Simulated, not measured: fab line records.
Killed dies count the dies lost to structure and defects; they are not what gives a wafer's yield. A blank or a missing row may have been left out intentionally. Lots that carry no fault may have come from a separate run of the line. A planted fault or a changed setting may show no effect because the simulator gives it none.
A single fault, viewed from 2 desks    flow sky130    numbers are kept per desk, each desk with only its own; the story behind them comes last

FOR THE TOOL OWNER'S DESK: pvd sputter-03
At SKY_METAL3_SPUTTER_04 (material TiN, target thk 70 nm, time 58.3 s) the tool's own readings: per lot run on this tool, the mean of the sampled wafers that have a number. Marked OUT: a lot whose mean sits more than 4 standard deviations from the usual mean, which makes it out of limits; the brackets give that distance.
Columns: A = throttle valve pct at SKY_METAL3_SPUTTER_04, usual 30.1 %
lot   first seen here  A
L684  day 37 16:35     32.2
L688  day 38 22:22     30.7
Result from this desk: across the 2 lots, nothing is out of limits.

AT THE METROLOGY DESK
Means of the sampled wafers that have a number, per lot and without regard to the tool the lot ran on: this is what the gauges read. Marked OUT: a lot whose mean sits more than 4 standard deviations from the usual mean, which makes it out of limits; the brackets give that distance.
Columns: A = VIA2_W_RS at SKY_VIA2_RS_MEAS_22, usual 0.269 ohm/sq; B = VIA2_W_THK at SKY_VIA2_THK_MEAS_23, usual 410 nm
lot   first seen here  A      B
L684  day 37 16:00     0.274  407
L687  day 38 17:29     0.270  408
L688  day 38 21:46     0.265  406
L696  day 41 20:55     0.270  416
L698  day 41 22:49     0.270  408
Result from this desk: across the 5 lots, nothing is out of limits.

BROUGHT TOGETHER
Nothing out of limits was seen by the tool owner's desk.
The metrology desk saw nothing out of limits.

WHAT THE SIMULATOR HAD INSERTED
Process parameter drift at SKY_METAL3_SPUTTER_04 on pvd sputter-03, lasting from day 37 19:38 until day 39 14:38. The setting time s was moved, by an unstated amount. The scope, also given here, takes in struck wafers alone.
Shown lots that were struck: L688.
